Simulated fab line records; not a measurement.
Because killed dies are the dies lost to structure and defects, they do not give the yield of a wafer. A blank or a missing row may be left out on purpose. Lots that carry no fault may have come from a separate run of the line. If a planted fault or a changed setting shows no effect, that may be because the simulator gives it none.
Problem report in the 8D (eight disciplines) form, filled by code || flow sky130 || the parts of the form that need people (team, actions taken, sign-off) are left out

1. PROBLEM STATEMENT
Wafers without a fault read 13.02 s, standard deviation 0.13; strip-time-to-endpoint-s at SKY_METAL5_STRIP_16 reads a mean of 14.28 s on 3 wafers belonging to 3 lots. That is +9.7 standard deviations from the usual mean.
The step: strips in O2/N2.
First observed at day 46 14:36: wafer L100.1, on plasma-asher-02. The record holds 33 wafers of 11 lots with a number at this step. Rule for "out" (also "out of limits"): further than 4 standard deviations from the usual mean. Any other wafer with a number is counted as sound.

2. WHAT THIS IS AND IS NOT
{"question": "which readings at this step", "is": "strip-time-to-endpoint-s", "is not": "chamber-pressure-mTorr, drypump-motor-current-A"}
{"question": "which lots", "is": "L100, L101, L102", "is not": "L105, L106, L111, L112, L115, L993, L994, L995"}
{"question": "which wafers of those lots", "is": "L100.1, L101.6, L102.1", "is not": "L100.2, L100.4, L101.2, L101.3, L102.3, L102.5"}
{"question": "read on which tools", "is": "plasma-asher-02, plasma-asher-03", "is not": "plasma-asher-04"}
{"question": "when", "is": "from day 46 14:36", "is not": "up to then (11 sound wafers); but 19 sound wafers of L101, L102, L105, L106, L111, L112, L115 came after"}

3. WHAT RULES OUT EACH SUSPECT
Counting: any tool at a process step up to the reading remains a suspect provided it ran every lot that is out. Sound lots after the first of them don't rule it out here, since some wafers of a struck lot are sound.
- litho-track-01 at SKY_METAL5_COAT_09 (resist thk 1800 nm): kept. It ran every lot that is out, first L100 (day 46 04:06); its last sound lot up to then is L995 (day 44 07:57).
Remaining after the count: litho-track-01 at SKY_METAL5_COAT_09.

4. THE CAUSE (what the simulator had put in)
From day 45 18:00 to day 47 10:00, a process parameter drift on litho-track-01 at SKY_METAL5_COAT_09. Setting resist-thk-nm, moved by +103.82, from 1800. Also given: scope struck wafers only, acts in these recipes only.
Only this tool survived the counting.

5. THE EFFECT CHAIN, in route order
Rows list readings where the struck wafers' mean (over those with a number) sits beyond 3 standard deviations from the usual. Readings are gone through only where the record gives a usual standard deviation; hours: the median, over the lots, of the time from a lot's start at the first step in this table giving one to that lot's start at this step; sigmas: the change measured in usual standard deviations.
{"hours": 0, "step": "SKY_METAL5_STRIP_16", "reading": "strip-time-to-endpoint-s", "usual": "13.02 s", "on struck wafers": 14.28, "change": "+1.26", "sigmas": "+9.7"}
It contains these process steps:
- SKY_METAL5_STRIP_16: strips in O2/N2.

6. HOW IT WOULD HAVE BEEN CAUGHT EARLIER
In this record no reading fell out of limits until day 46 14:36, 21 hours after the fault had begun at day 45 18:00.
Each of the lots that are out, 3 in all, had begun SKY_METAL5_COAT_09 on litho-track-01 no later than day 46 14:36. Had the tool been put on hold then, not one of them would have been saved.
